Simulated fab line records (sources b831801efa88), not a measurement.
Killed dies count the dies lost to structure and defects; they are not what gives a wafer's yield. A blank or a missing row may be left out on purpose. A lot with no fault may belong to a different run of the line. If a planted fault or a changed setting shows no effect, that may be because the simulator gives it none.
fab line records | flow gf180mcu
[record] lots = 5 wafers = 15 lastDay = 34
route steps=602 shown V4@496 MIM@503 M5@526
lots with no fault: from the same line, run without faults
startH: the number of hours between the record's first day and the start of the first shown wafer of the lot | waitH: hours from the lot's prior step to this one | " same as the row above | L1.1+2: a row that stands for several wafers | - value missing, or start not given | * or withheld: withheld | < > ~ a bound
route shown NAME@n: NAME is a module with steps in the file, n the number in the route of the first one | usual: mean and standard deviation over wafers with no fault | same: alike in all rows | chamber/n: place in a boat | sites: readings site by site | _std_site: the standard deviation of these | _edge_site: inner sites' mean taken away from outer sites' mean | radiusMm: how far each site lies from the wafer's centre | mask NAME#n: copy n | behind: the most recent tool/chamber to have shaped the wafer | hold: why the lot went on hold/how many hours it stayed there/how the hold came to an end | device: transistor that didn't switch, given as n, p or np | end of line: the route-end tests of the same wafers | a step with no rows: only its recipe | killed: at the first sort, the dies lost to defects and structure; wafer yield is something else | map: dies across one wafer; x = killed, . = not, _ = none there
set.NAME: the setting the step ran with; set.NAME@STEP: the setting that earlier step ran with | model.NAME: the simulator's own value behind a step, which no gauge read
certain route steps with their lots: each step a table, each wafer a row
services: from which hour (startH, from the record's first day; less than 0 if before it) a tool's chamber was out of use, for how many hours, and why
[[steps]]
[step GF_V4_CLEAN_20]
[recipe] chemistry = DIW dry = n2Spin
// columns lot.wafer tool chamber startH waitH
L078.1+5+6 wetBench-03 1 596.31 0.0
L090.2+4+5 wetBench-03 3 677.34 0.0
L092.1+5+6 wetBench-03 0 694.26 0.0
L093.1+5+6 wetBench-02 3 702.96 0.0
L097.2+3+4 wetBench-01 0 725.42 0.0
[step GF_V4_SPUTTER_21]
[recipe] material = Ti targetThkNm = 15 chamberPressurePa = 5 powerW = 2500 substrateTempC = 200 timeS = 80.02
[usual] throttleValvePct = 29.7/0.97
// columns lot.wafer tool chamber startH waitH throttleValvePct
L078.1 pvdSputter-04 - 596.41 0.0 29.7
L078.5 " - " " 30.2
L078.6 " - " " 29.5
L090.2 pvdSputter-01 - 677.43 0.0 30.5
L090.4 " - " " 29.0
L090.5 " - " " 31.0
L092.1 pvdSputter-04 - 694.35 0.0 29.1
L092.5 " - " " 28.4
L092.6 " - " " 29.5
L093.1 pvdSputter-04 - 703.05 0.0 29.3
L093.5 " - " " 28.3
L093.6 " - " " 29.2
L097.2 pvdSputter-04 - 725.51 0.0 30.9
L097.3 " - " " 29.5
L097.4 " - " " 29.5
[step GF_V4_SPUTTER_22]
[recipe] material = TiN targetThkNm = 10 chamberPressurePa = 5 powerW = 4000 timeS = 40
[usual] throttleValvePct = 29.7/0.99
// columns lot.wafer tool chamber startH waitH throttleValvePct
L078.1 pvdSputter-04 - 596.47 0.0 30.0
L078.5 " - " " 29.8
L078.6 " - " " 29.5
L090.2 pvdSputter-01 - 677.49 0.0 31.0
L090.4 " - " " 29.0
L090.5 " - " " 31.0
L092.1 pvdSputter-04 - 694.41 0.0 29.6
L092.5 " - " " 28.2
L092.6 " - " " 29.4
L093.1 pvdSputter-04 - 703.11 0.0 29.2
L093.5 " - " " 28.3
L093.6 " - " " 29.6
L097.2 pvdSputter-04 - 725.58 0.0 31.3
L097.3 " - " " 29.8
L097.4 " - " " 29.6
[step GF_V4_CVD_23]
[recipe] material = W targetThkNm = 350 timeS = 104.9 tempC = 400 pressureTorr = 40
[usual] heaterPowerW = 843/61
// columns lot.wafer tool chamber startH waitH heaterPowerW
L078.1 cvdW-02 1 596.51 0.0 872
L078.5 " 0 " " 932
L078.6 " 1 " " 854
L090.2 cvdW-01 1 677.53 0.0 838
L090.4 " 0 " " 774
L090.5 " 1 " " 852
L092.1 cvdW-01 0 694.45 0.0 769
L092.5 " 1 " " 856
L092.6 " 0 " " 767
L093.1 cvdW-02 0 703.15 0.0 935
L093.5 " 1 " " 887
L093.6 " 0 " " 951
L097.2 cvdW-02 0 725.61 0.0 938
L097.3 " 1 " " 879
L097.4 " 0 " " 933
[step GF_V4_RS_MEAS_24]
[recipe] thkMeasGauge = four-point-probe reads = W_of_V4_CVD_23+TiN_of_V4_SPUTTER_22+Ti_of_V4_SPUTTER_21
[usual] V4_W_RS = 0.330/0.004
// columns lot.wafer tool chamber startH waitH V4_W_RS[ohm/sq]
L078.1 filmMetro-03 - 596.62 0.1 0.332
L078.5 " - " " 0.327
L078.6 " - " " 0.335
L090.2 filmMetro-01 - 677.67 0.1 0.326
L090.4 " - " " 0.324
L090.5 " - " " 0.328
L092.1 filmMetro-03 - 694.56 0.1 0.325
L092.5 " - " " 0.330
L092.6 " - " " 0.329
L093.1 filmMetro-01 - 703.27 0.1 0.330
L093.5 " - " " 0.329
L093.6 " - " " 0.330
L097.2 filmMetro-02 - 725.75 0.1 0.332
L097.3 " - " " 0.331
L097.4 " - " " 0.330
[step GF_V4_THK_MEAS_25]
[recipe] thkMeasGauge = xrf reads = W_of_V4_CVD_23
[usual] V4_W_THK = 343/4.9
// columns lot.wafer tool chamber startH waitH V4_W_THK[nm]
L078.1 filmMetro-03 - 596.74 0.1 335
L078.5 " - " " 344
L078.6 " - " " 332
L090.2 filmMetro-01 - 677.78 0.1 350
L090.4 " - " " 351
L090.5 " - " " 346
L092.1 filmMetro-03 - 694.68 0.1 349
L092.5 " - " " 345
L092.6 " - " " 344
L093.1 filmMetro-01 - 703.39 0.1 343
L093.5 " - " " 342
L093.6 " - " " 342
L097.2 filmMetro-02 - 725.86 0.1 344
L097.3 " - " " 345
L097.4 " - " " 343
[step GF_V4_CMP_26]
[recipe] stopOn = SiO2 downForcePsi = 3.5 platenRpm = 60 tOverpolishS = 15 targetThkNm = 0 padVelocityMS = 0.94248
[usual] motorCurrentA = 11.0/1.3 overpolishRunS = 15.001/0.009 timeToEndpointS = 84/3
// columns lot.wafer tool chamber startH waitH motorCurrentA overpolishRunS timeToEndpointS
L078.1 cmp-02 2 596.85 0.1 10.5 14.987 83
L078.5 " 1 " " 10.0 14.996 89
L078.6 " 2 " " 10.9 15.001 84
L090.2 cmp-01 1 677.93 0.1 13.6 14.986 84
L090.4 " 2 " " 10.0 15.007 87
L090.5 " 3 " " 10.7 15.004 85
L092.1 cmp-02 3 694.89 0.2 12.5 14.994 86
L092.6 " 0 " " 11.4 15.006 80
L092.5 " 1 " " 9.4 15.020 84
L093.1 cmp-01 3 703.45 0.1 11.0 14.982 81
L093.6 " 3 " " 10.3 15.017 84
L093.5 " 0 " " 9.8 14.999 83
L097.2 cmp-02 1 726.86 1.0 9.7 15.010 80
L097.3 " 2 " " 10.5 15.004 84
L097.4 " 3 " " 12.8 14.991 84
[step GF_MIM_SPUTTER_00]
[recipe] material = Ti targetThkNm = 37.5 arrivingIonEnergyEv = 80 substrateTempC = 200 chamberPressurePa = 2 powerW = 4000 timeS = 150
[usual] throttleValvePct = 29.7/0.87
// columns lot.wafer tool chamber startH waitH throttleValvePct
L078.1 pvdSputter-03 - 597.10 0.2 30.9
L078.5 " - " " 29.4
L078.6 " - " " 30.8
L090.2 pvdSputter-03 - 678.13 0.1 29.0
L090.4 " - " " 30.8
L090.5 " - " " 30.0
L092.1 pvdSputter-01 - 695.04 0.1 29.2
L092.5 " - " " 28.6
L092.6 " - " " 28.7
L093.1 pvdSputter-03 - 703.75 0.2 30.5
L093.5 " - " " 31.1
L093.6 " - " " 28.9
L097.2 pvdSputter-03 - 727.16 0.2 30.7
L097.3 " - " " 31.1
L097.4 " - " " 30.5
[step GF_MIM_SPUTTER_01]
[recipe] material = TiN targetThkNm = 30 powerW = 6500 timeS = 25 chamberPressurePa = 0.4
[usual] throttleValvePct = 29.7/0.87
// columns lot.wafer tool chamber startH waitH throttleValvePct
L078.1 pvdSputter-03 - 597.20 0.1 31.1
L078.5 " - " " 29.4
L078.6 " - " " 30.6
L090.2 pvdSputter-03 - 678.23 0.1 29.1
L090.4 " - " " 31.0
L090.5 " - " " 29.9
L092.1 pvdSputter-01 - 695.14 0.1 29.0
L092.5 " - " " 28.7
L092.6 " - " " 28.9
L093.1 pvdSputter-03 - 703.85 0.1 30.4
L093.5 " - " " 30.9
L093.6 " - " " 29.0
L097.2 pvdSputter-03 - 727.26 0.1 30.6
L097.3 " - " " 31.0
L097.4 " - " " 31.0
[step GF_MIM_SPUTTER_02]
[recipe] material = AlCu targetThkNm = 450 powerW = 10600 timeS = 23.9 chamberPressurePa = 0.4
[usual] throttleValvePct = 29.7/0.88
// columns lot.wafer tool chamber startH waitH throttleValvePct
L078.1 pvdSputter-03 - 597.23 0.0 30.9
L078.5 " - " " 29.6
L078.6 " - " " 30.6
L090.2 pvdSputter-03 - 678.26 0.0 29.2
L090.4 " - " " 31.1
L090.5 " - " " 29.6
L092.1 pvdSputter-01 - 695.17 0.0 29.1
L092.5 " - " " 28.9
L092.6 " - " " 28.7
L093.1 pvdSputter-03 - 703.88 0.0 30.9
L093.5 " - " " 30.8
L093.6 " - " " 28.8
L097.2 pvdSputter-03 - 727.29 0.0 30.4
L097.3 " - " " 31.1
L097.4 " - " " 31.2
[step GF_MIM_SPUTTER_03]
[recipe] material = Ti targetThkNm = 10 substrateTempC = 300 chamberPressurePa = 0.3 powerW = 3000 timeS = 6.7
[usual] throttleValvePct = 29.7/0.89
// columns lot.wafer tool chamber startH waitH throttleValvePct
L078.1 pvdSputter-03 - 597.26 0.0 30.8
L078.5 " - " " 29.4
L078.6 " - " " 30.5
L090.2 pvdSputter-03 - 678.29 0.0 29.0
L090.4 " - " " 30.9
L090.5 " - " " 29.6
L092.1 pvdSputter-01 - 695.20 0.0 29.1
L092.5 " - " " 28.9
L092.6 " - " " 28.7
L093.1 pvdSputter-03 - 703.91 0.0 30.5
L093.5 " - " " 30.8
L093.6 " - " " 28.7
L097.2 pvdSputter-03 - 727.32 0.0 30.7
L097.3 " - " " 31.1
L097.4 " - " " 31.2
[step GF_MIM_SPUTTER_04]
[recipe] material = TiN targetThkNm = 50 powerW = 6500 timeS = 41.7 chamberPressurePa = 0.4
[usual] throttleValvePct = 29.7/0.91
// columns lot.wafer tool chamber startH waitH throttleValvePct
L078.1 pvdSputter-03 - 597.28 0.0 30.8
L078.5 " - " " 29.7
L078.6 " - " " 30.6
L090.2 pvdSputter-03 - 678.31 0.0 29.1
L090.4 " - " " 30.7
L090.5 " - " " 29.8
L092.1 pvdSputter-01 - 695.22 0.0 28.9
L092.5 " - " " 28.7
L092.6 " - " " 28.7
L093.1 pvdSputter-03 - 703.93 0.0 30.6
L093.5 " - " " 30.8
L093.6 " - " " 28.8
L097.2 pvdSputter-03 - 727.34 0.0 30.8
L097.3 " - " " 30.7
L097.4 " - " " 31.1
[step GF_MIM_CVD_05]
[recipe] material = Si3N4 targetThkNm = 42 tempMaxC = 400 tempC = 385 timeS = 29.086 rfW = 450
[usual] heaterPowerW = 660/130
// columns lot.wafer tool chamber startH waitH heaterPowerW
L078.1 pecvd-03 0 597.32 0.0 484
L078.5 " 2 " " 833
L078.6 " 0 " " 495
L090.2 pecvd-04 0 678.35 0.0 709
L090.4 " 1 " " 525
L090.5 " 0 " " 723
L092.1 pecvd-03 1 695.26 0.0 790
L092.5 " 1 " " 774
L092.6 " 2 " " 894
L093.1 pecvd-03 0 703.97 0.0 513
L093.5 " 2 " " 740
L093.6 " 0 " " 531
L097.2 pecvd-04 2 727.38 0.0 623
L097.3 " 0 " " 796
L097.4 " 1 " " 528
[step GF_MIM_THK_MEAS_06]
[recipe] reads = Si3N4_of_MIM_CVD_05
[usual] MIM_CVD_05_THK = 42.0/0.56
// columns lot.wafer tool chamber startH waitH MIM_CVD_05_THK[nm]
L078.1 filmMetro-03 - 597.36 0.0 41.9
L078.5 " - " " 42.3
L078.6 " - " " 42.6
L090.2 filmMetro-04 - 678.39 0.0 42.1
L090.4 " - " " 43.1
L090.5 " - " " 42.4
L092.1 filmMetro-04 - 695.30 0.0 41.1
L092.5 " - " " 41.7
L092.6 " - " " 42.0
L093.1 filmMetro-02 - 704.00 0.0 41.5
L093.5 " - " " 42.0
L093.6 " - " " 42.0
L097.2 filmMetro-02 - 727.42 0.0 42.1
L097.3 " - " " 41.2
L097.4 " - " " 43.1
[step GF_MIM_SPUTTER_07]
[recipe] material = TiN targetThkNm = 60 powerW = 6500 timeS = 50 chamberPressurePa = 0.4
[usual] throttleValvePct = 29.8/0.92
// columns lot.wafer tool chamber startH waitH throttleValvePct
L078.1 pvdSputter-04 - 597.42 0.1 29.4
L078.5 " - " " 29.9
L078.6 " - " " 29.2
L090.2 pvdSputter-01 - 678.44 0.0 29.1
L090.4 " - " " 28.7
L090.5 " - " " 29.2
L092.1 pvdSputter-04 - 695.36 0.1 30.9
L092.5 " - " " 29.7
L092.6 " - " " 31.1
L093.1 pvdSputter-03 - 704.06 0.1 30.6
L093.5 " - " " 29.5
L093.6 " - " " 30.8
L097.2 pvdSputter-04 - 727.47 0.0 29.9
L097.3 " - " " 29.3
L097.4 " - " " 30.7
[step GF_MIM_SPUTTER_08]
[recipe] material = AlCu targetThkNm = 200 powerW = 10600 timeS = 10.6 chamberPressurePa = 0.4
[usual] throttleValvePct = 29.8/0.93
// columns lot.wafer tool chamber startH waitH throttleValvePct
L078.1 pvdSputter-04 - 597.46 0.0 29.9
L078.5 " - " " 29.5
L078.6 " - " " 29.3
L090.2 pvdSputter-01 - 678.48 0.0 29.2
L090.4 " - " " 29.0
L090.5 " - " " 28.9
L092.1 pvdSputter-04 - 695.40 0.0 30.9
L092.5 " - " " 29.8
L092.6 " - " " 31.0
L093.1 pvdSputter-03 - 704.10 0.0 30.7
L093.5 " - " " 29.8
L093.6 " - " " 30.8
L097.2 pvdSputter-04 - 727.51 0.0 29.9
L097.3 " - " " 29.4
L097.4 " - " " 30.8
[step GF_MIM_SPUTTER_09]
[recipe] material = TiN targetThkNm = 35 powerW = 6500 timeS = 29.2 chamberPressurePa = 0.4
[usual] throttleValvePct = 29.7/0.89
// columns lot.wafer tool chamber startH waitH throttleValvePct
L078.1 pvdSputter-04 - 597.48 0.0 29.8
L078.5 " - " " 29.9
L078.6 " - " " 29.3
L090.2 pvdSputter-01 - 678.51 0.0 29.3
L090.4 " - " " 29.0
L090.5 " - " " 28.9
L092.1 pvdSputter-04 - 695.42 0.0 31.0
L092.5 " - " " 30.0
L092.6 " - " " 30.8
L093.1 pvdSputter-03 - 704.13 0.0 30.4
L093.5 " - " " 29.7
L093.6 " - " " 30.5
L097.2 pvdSputter-04 - 727.54 0.0 29.7
L097.3 " - " " 29.3
L097.4 " - " " 30.8
[step GF_MIM_RS_MEAS_10]
[recipe] thkMeasGauge = four-point-probe reads = TiN_of_MIM_SPUTTER_09+AlCu_of_MIM_SPUTTER_08+TiN_of_MIM_SPUTTER_07
[usual] MIM_ALCU_RS = 0.1595/0.0021
// columns lot.wafer tool chamber startH waitH MIM_ALCU_RS[ohm/sq]
L078.1 filmMetro-04 - 597.52 0.0 0.1604
L078.5 " - " " 0.1596
L078.6 " - " " 0.1589
L090.2 filmMetro-03 - 678.56 0.0 0.1599
L090.4 " - " " 0.1590
L090.5 " - " " 0.1602
L092.1 filmMetro-02 - 695.46 0.0 0.1587
L092.5 " - " " 0.1587
L092.6 " - " " 0.1591
L093.1 filmMetro-04 - 704.16 0.0 0.1588
L093.5 " - " " 0.1585
L093.6 " - " " 0.1584
L097.2 filmMetro-04 - 727.59 0.0 0.1606
L097.3 " - " " 0.1584
L097.4 " - " " 0.1610
[step GF_MIM_THK_MEAS_11]
[recipe] thkMeasGauge = xrf reads = AlCu_of_MIM_SPUTTER_08
[usual] MIM_ALCU_THK = 204/3
// columns lot.wafer tool chamber startH waitH MIM_ALCU_THK[nm]
L078.1 filmMetro-04 - 597.64 0.1 203
L078.5 " - " " 204
L078.6 " - " " 204
L090.2 filmMetro-03 - 678.67 0.1 201
L090.4 " - " " 202
L090.5 " - " " 201
L092.1 filmMetro-02 - 695.58 0.1 205
L092.5 " - " " 205
L092.6 " - " " 205
L093.1 filmMetro-04 - 704.28 0.1 204
L093.5 " - " " 205
L093.6 " - " " 205
L097.2 filmMetro-04 - 727.70 0.1 203
L097.3 " - " " 206
L097.4 " - " " 201
[step GF_MIM_DEHYDRATE_12]
[recipe] tempC = 200 timeS = 60
// columns lot.wafer tool chamber startH waitH
L078.1+5+6 lithoTrack-01 0 607.23 9.6
L090.2+4+5 lithoTrack-02 0 687.21 8.5
L092.1+5+6 lithoTrack-02 0 704.33 8.7
L093.1+5+6 lithoTrack-03 0 712.44 8.2
L097.2+3+4 lithoTrack-03 0 735.62 7.9
[step GF_MIM_HMDS_13]
[recipe] primeTimeS = 60 primeTempC = 120
// columns lot.wafer tool chamber startH waitH
L078.1+5+6 lithoTrack-01 0 607.38 0.1
L090.2+4+5 lithoTrack-02 0 687.36 0.1
L092.1+5+6 lithoTrack-02 0 704.48 0.1
L093.1+5+6 lithoTrack-03 0 712.59 0.1
L097.2+3+4 lithoTrack-03 0 735.77 0.1
[step GF_MIM_COAT_14]
[recipe] resist = NOVOLAK spinRpm = 3000 resistThkNm = 1000
// columns lot.wafer tool chamber startH waitH
L078.1+5+6 lithoTrack-01 0 607.53 0.1
L090.2+4+5 lithoTrack-02 0 687.51 0.1
L092.1+5+6 lithoTrack-02 0 704.63 0.1
L093.1+5+6 lithoTrack-03 0 712.74 0.1
L097.2+3+4 lithoTrack-03 0 735.92 0.1
[step GF_MIM_SOFTBAKE_15]
[recipe] tempC = 90 timeS = 60 resist = NOVOLAK
// columns lot.wafer tool chamber startH waitH
L078.1+5+6 lithoTrack-01 0 607.68 0.1
L090.2+4+5 lithoTrack-02 0 687.66 0.1
L092.1+5+6 lithoTrack-02 0 704.78 0.1
L093.1+5+6 lithoTrack-03 0 712.89 0.1
L097.2+3+4 lithoTrack-03 0 736.07 0.1
[step GF_MIM_EXPOSE_16]
[recipe] maskId = FuseTop targetCdNm = 2000 na = 0.6 sourceShape = conventional sigmaOuter = 0.6 doseMj = 140
// columns lot.wafer tool chamber startH waitH mask
L078.1+5+6 ilineStepper-02 0 - - FuseTop#0
L090.2+4+5 ilineStepper-01 0 - - FuseTop#0
L092.1+5+6 ilineStepper-01 0 - - FuseTop#0
L093.1+5+6 ilineStepper-01 0 - - FuseTop#0
L097.2+3+4 ilineStepper-02 0 - - FuseTop#0
[step GF_MIM_PEB_17]
[recipe] tempC = withheld timeS = * resist = NOVOLAK
// columns lot.wafer tool chamber startH waitH
L078.1+5+6 lithoTrack-03 0 - -
L090.2+4+5 lithoTrack-01 0 - -
L092.1+5+6 lithoTrack-02 0 - -
L093.1+5+6 lithoTrack-02 0 - -
L097.2+3+4 lithoTrack-01 0 - -
[step GF_MIM_DEVELOP_18]
[recipe] developTimeS = 60 devTempC = 23
// columns lot.wafer tool chamber startH waitH
L078.1+5+6 lithoTrack-03 0 618.20 0.1
L090.2+4+5 lithoTrack-01 0 696.41 0.1
L092.1+5+6 lithoTrack-02 0 713.23 0.1
L093.1+5+6 lithoTrack-02 0 722.33 0.1
L097.2+3+4 lithoTrack-01 0 744.81 0.1
[step GF_MIM_METAL_ETCH_19]
[recipe] chemistry = Cl2/BCl3 maskMaterial = NOVOLAK stopOn = Si3N4 targetDepthNm = 324.5 pressureMtorr = 8 icpW = 800 biasW = 140 Cl2_flow_sccm = 80 bcl3FlowSccm = 40 timeS = 54.1
[usual] bcl3FlowSccm = 40.00/0.11 drypumpMotorCurrentA = 5.7/0.59 oesProductAu = 0.943/0.0068 throttleValvePct = 28.281/0.011
// columns lot.wafer tool chamber startH waitH bcl3FlowSccm drypumpMotorCurrentA oesProductAu rfHoursCounterH throttleValvePct
L078.1 rieMetal-01 1 618.35 0.1 39.91 6.0 0.943 7 28.287
L078.5 " 0 " " 39.99 6.7 0.948 - 28.284
L078.6 " 1 " " 39.98 6.0 0.948 - 28.277
L090.2 rieMetal-03 0 696.53 0.1 40.00 5.5 0.940 2 28.297
L090.4 " 1 " " 40.23 5.0 0.938 - 28.277
L090.5 " 1 " " 40.22 5.1 0.933 - 28.283
L092.1 rieMetal-01 1 713.38 0.1 40.08 5.9 0.935 10 28.275
L092.5 " 0 " " 39.83 6.6 0.947 - 28.280
L092.6 " 1 " " 40.07 6.0 0.960 - 28.285
L093.1 rieMetal-01 1 722.48 0.1 40.10 5.9 0.957 11 28.278
L093.5 " 1 " " 39.96 5.9 0.948 - 28.281
L093.6 " 0 " " 40.04 6.6 0.947 - 28.287
L097.2 rieMetal-03 1 744.93 0.1 39.99 5.0 0.944 5 28.288
L097.3 " 0 " " 39.92 5.5 0.942 - 28.270
L097.4 " 1 " " 40.08 5.1 0.945 - 28.298
[step GF_MIM_STRIP_20]
[recipe] chemistry = O2/N2 powerW = 1400 pressureMtorr = 1500 platenTempC = 250 o2FlowSccm = 3000 n2FlowSccm = 300 overashFraction = 0.5
[usual] drypumpMotorCurrentA = 5.6/0.5 heaterPowerW = 336/31 oesProductAu = 0.692/0.0048 stripTimeToEndpointS = 11.21/0.046
[same] overashFraction = 0.5
// columns lot.wafer tool chamber startH waitH drypumpMotorCurrentA heaterPowerW oesProductAu rfHoursCounterH stripTimeToEndpointS
L078.1 plasmaAsher-02 0 618.42 0.0 6.3 303 0.692 20 11.18
L078.5 " 0 " " 6.3 308 0.689 - 11.21
L078.6 " 1 " " 4.9 307 0.691 - 11.23
L090.2 plasmaAsher-01 0 696.60 0.0 5.3 319 0.693 98 11.22
L090.4 " 0 " " 5.3 322 0.694 - 11.24
L090.5 " 1 " " 5.6 395 0.707 - 11.26
L092.1 plasmaAsher-02 1 713.45 0.0 4.9 300 0.694 31 11.19
L092.5 " 1 " " 5.0 308 0.692 - 11.22
L092.6 " 0 " " 6.3 305 0.692 - 11.17
L093.1 plasmaAsher-03 1 722.55 0.0 5.9 355 0.691 111 11.19
L093.5 " 0 " " 5.4 356 0.696 - 11.21
L093.6 " 1 " " 5.9 357 0.692 - 11.26
L097.2 plasmaAsher-02 0 745.00 0.0 6.3 308 0.692 34 11.16
L097.3 " 0 " " 6.3 307 0.685 - 11.13
L097.4 " 1 " " 5.0 309 0.683 - 11.18
[step GF_MIM_STRIP_21]
[recipe] chemistry = postEtchResidueRemover timeS = 1200 tempC = 72.5
[usual] bathHeatDutyPct = 13.6/1.2 tempC = 72.50/0.11
// columns lot.wafer tool chamber startH waitH bathHeatDutyPct tempC
L078.1 wetBench-04 0 618.52 0.1 13.2 72.70
L078.5 " 0 " " 13.4 72.49
L078.6 " 0 " " 16.1 72.64
L090.2 wetBench-01 2 696.70 0.1 14.0 72.34
L090.4 " 2 " " 13.9 72.64
L090.5 " 2 " " 15.3 72.49
L092.1 wetBench-01 0 713.55 0.1 12.9 72.74
L092.5 " 0 " " 13.8 72.48
L092.6 " 0 " " 12.9 72.64
L093.1 wetBench-03 1 722.65 0.1 13.4 72.48
L093.5 " 1 " " 13.2 72.50
L093.6 " 1 " " 11.9 72.46
L097.2 wetBench-01 1 745.10 0.1 15.9 72.55
L097.3 " 1 " " 16.5 72.40
L097.4 " 1 " " 14.2 72.71
[step GF_MIM_CLEAN_22]
[recipe] chemistry = DIW dry = n2Spin
// columns lot.wafer tool chamber startH waitH
L078.1+5+6 wetBench-01 2 618.86 0.0
L090.2+4+5 wetBench-03 1 697.04 0.0
L092.1+5+6 wetBench-04 2 713.89 0.0
L093.1+5+6 wetBench-04 0 722.99 0.0
L097.2+3+4 wetBench-03 0 745.44 0.0
[step GF_M5_DEHYDRATE_00]
[recipe] tempC = 200 timeS = 60
// columns lot.wafer tool chamber startH waitH
L078.1+5+6 lithoTrack-04 0 627.85 8.9
L090.2+4+5 lithoTrack-02 0 705.86 8.7
L092.1+5+6 lithoTrack-04 0 723.10 9.1
L093.1+5+6 lithoTrack-02 0 730.73 7.6
L097.2+3+4 lithoTrack-02 0 753.01 7.5
[step GF_M5_HMDS_01]
[recipe] primeTimeS = 60 primeTempC = 120
// columns lot.wafer tool chamber startH waitH
L078.1+5+6 lithoTrack-04 0 628.00 0.1
L090.2+4+5 lithoTrack-02 0 706.01 0.1
L092.1+5+6 lithoTrack-04 0 723.25 0.1
L093.1+5+6 lithoTrack-02 0 730.88 0.1
L097.2+3+4 lithoTrack-02 0 753.16 0.1
[step GF_M5_COAT_02]
[recipe] resist = KrF spinRpm = withheld resistThkNm = 1000
// columns lot.wafer tool chamber startH waitH
L078.1+5+6 lithoTrack-04 0 628.15 0.1
L090.2+4+5 lithoTrack-02 0 706.16 0.1
L092.1+5+6 lithoTrack-04 0 723.40 0.1
L093.1+5+6 lithoTrack-02 0 731.03 0.1
L097.2+3+4 lithoTrack-02 0 753.31 0.1
[step GF_M5_SOFTBAKE_03]
[recipe] tempC = 130 timeS = 60 resist = KrF
// columns lot.wafer tool chamber startH waitH
L078.1+5+6 lithoTrack-04 0 628.30 0.1
L090.2+4+5 lithoTrack-02 0 706.31 0.1
L092.1+5+6 lithoTrack-04 0 723.55 0.1
L093.1+5+6 lithoTrack-02 0 731.18 0.1
L097.2+3+4 lithoTrack-02 0 753.46 0.1
[step GF_M5_EXPOSE_04]
[recipe] maskId = Metal5 targetCdNm = 280 na = 0.68 sourceShape = conventional sigmaOuter = 0.6 doseMj = 28
// columns lot.wafer tool chamber startH waitH mask
L078.1+5+6 krfScanner-01 0 - - Metal5#0
L090.2+4+5 krfScanner-01 0 - - Metal5#0
L092.1+5+6 krfScanner-01 0 - - Metal5#0
L093.1+5+6 krfScanner-02 0 - - Metal5#0
L097.2+3+4 krfScanner-01 0 - - Metal5#0
[step GF_M5_PEB_05]
[recipe] pebTempC = 135 pebTimeS = 90 resist = KrF
// columns lot.wafer tool chamber startH waitH
L078.1+5+6 lithoTrack-02 0 - -
L090.2+4+5 lithoTrack-02 0 - -
L092.1+5+6 lithoTrack-04 0 - -
L093.1+5+6 lithoTrack-04 0 - -
L097.2+3+4 lithoTrack-03 0 - -
[step GF_M5_DEVELOP_06]
[recipe] developTimeS = 60 devTempC = 21
// columns lot.wafer tool chamber startH waitH
L078.1+5+6 lithoTrack-02 0 638.08 0.2
L090.2+4+5 lithoTrack-02 0 715.06 0.2
L092.1+5+6 lithoTrack-04 0 732.05 0.2
L093.1+5+6 lithoTrack-04 0 739.50 0.2
L097.2+3+4 lithoTrack-03 0 760.92 0.2
[step GF_M5_CD_MEAS_07]
[recipe] targetCdNm = 280
[usual] cdNm = 280.1/1.3
// columns lot.wafer tool chamber startH waitH cdNm
L078.1 cdSem-02 - 638.23 0.1 279.5
L078.5 " - " " 280.6
L078.6 " - " " 279.5
L090.2 cdSem-02 - 715.20 0.1 281.1
L090.4 " - " " 279.8
L090.5 " - " " 281.0
L092.1 cdSem-02 - 732.20 0.1 281.4
L092.5 " - " " 282.6
L092.6 " - " " 281.6
L093.1 cdSem-02 - 739.65 0.1 281.0
L093.5 " - " " 281.4
L093.6 " - " " 282.0
L097.2 cdSem-01 - 761.06 0.1 280.0
L097.3 " - " " 279.9
L097.4 " - " " 279.9
[step GF_M5_OVL_MEAS_08]
[usual] M5_OVL = -2/5
// columns lot.wafer tool chamber startH waitH M5_OVL[nm]
L078.1 overlay-01 - 638.35 0.1 -2
L078.5 " - " " 2
L078.6 " - " " 0
L090.2 overlay-02 - 715.31 0.1 -1
L090.4 " - " " 2
L090.5 " - " " 1
L092.1 overlay-02 - 732.32 0.1 -5
L092.5 " - " " -9
L092.6 " - " " -5
L093.1 overlay-02 - 739.77 0.1 -7
L093.5 " - " " -14
L093.6 " - " " 2
L097.2 overlay-02 - 761.17 0.1 8
L097.3 " - " " -1
L097.4 " - " " 2
[step GF_M5_ETCH_09]
[recipe] chemistry = CF4/O2 target = Si3N4 targetDepthNm = 52 sourceW = 800 biasW = 150 pressureMtorr = 150 cf4FlowSccm = 80 O2_flow_sccm = 10 timeS = 11.6
[usual] cf4FlowSccm = 79.99/0.25 drypumpMotorCurrentA = 5.9/0.5 oesProductAu = 0.999/0.0091 throttleValvePct = 5.971/0.009
// columns lot.wafer tool chamber startH waitH cf4FlowSccm drypumpMotorCurrentA oesProductAu rfHoursCounterH throttleValvePct
L078.1 rieDiel-02 3 638.39 0.0 79.84 5.4 0.986 2 5.969
L078.5 " 0 " " 79.70 6.0 0.997 - 5.967
L078.6 " 1 " " 80.21 6.6 1.002 - 5.967
L090.2 rieDiel-02 1 715.34 0.0 79.96 6.6 1.007 55 5.976
L090.4 " 3 " " 79.97 5.4 0.994 5 5.976
L090.5 " 0 " " 79.93 6.0 0.997 - 5.967
L092.1 rieDiel-02 3 732.35 0.0 79.89 5.3 0.987 6 5.973
L092.5 " 2 " " 79.48 6.1 0.998 - 5.984
L092.6 " 0 " " 80.12 6.0 0.993 - 5.943
L093.1 rieDiel-01 0 739.80 0.0 79.90 5.7 1.003 46 5.971
L093.5 " 1 " " 79.82 5.5 0.994 - 5.963
L093.6 " 2 " " 80.09 5.3 1.009 - 5.969
L097.2 rieDiel-02 3 761.20 0.0 80.23 5.4 1.002 7 5.987
L097.3 " 0 " " 79.67 6.0 1.001 49 5.970
L097.4 " 2 " " 80.23 6.1 1.005 8 5.962
[[services]]
// columns tool chamber startH hours kind
krfScanner-01 - 585.47 1.0 pm
pecvd-03 1 613.49 4.3 repair
krfScanner-01 - 615.58 0.8 pm
pecvd-03 - 620.41 28.1 pm
rieDiel-02 2 628.84 4.5 repair
cvdW-02 - 641.28 6.9 pm
plasmaAsher-02 - 641.48 5.9 repair
pvdSputter-03 - 645.80 3.4 repair
krfScanner-01 - 647.15 1.3 pm
rieDiel-02 3 652.31 4.8 repair
pecvd-03 - 667.96 3.3 repair
ilineStepper-01 - 693.22 1.7 pm
wetBench-04 - 697.69 0.7 repair
pvdSputter-04 - 708.70 14.7 repair
pecvd-03 - 717.01 2.8 pm
pvdSputter-03 - 725.66 1.5 repair
rieDiel-02 - 733.53 0.4 repair
ilineStepper-01 - 735.14 2.1 pm
plasmaAsher-02 - 738.12 0.7 repair
wetBench-01 - 742.27 2.6 repair
cmp-02 - 744.00 4.0 pm
krfScanner-01 - 746.08 3.7 repair
krfScanner-01 - 754.57 1.0 pm
krfScanner-01 - 755.57 3.6 pm
[[key]]
fault none
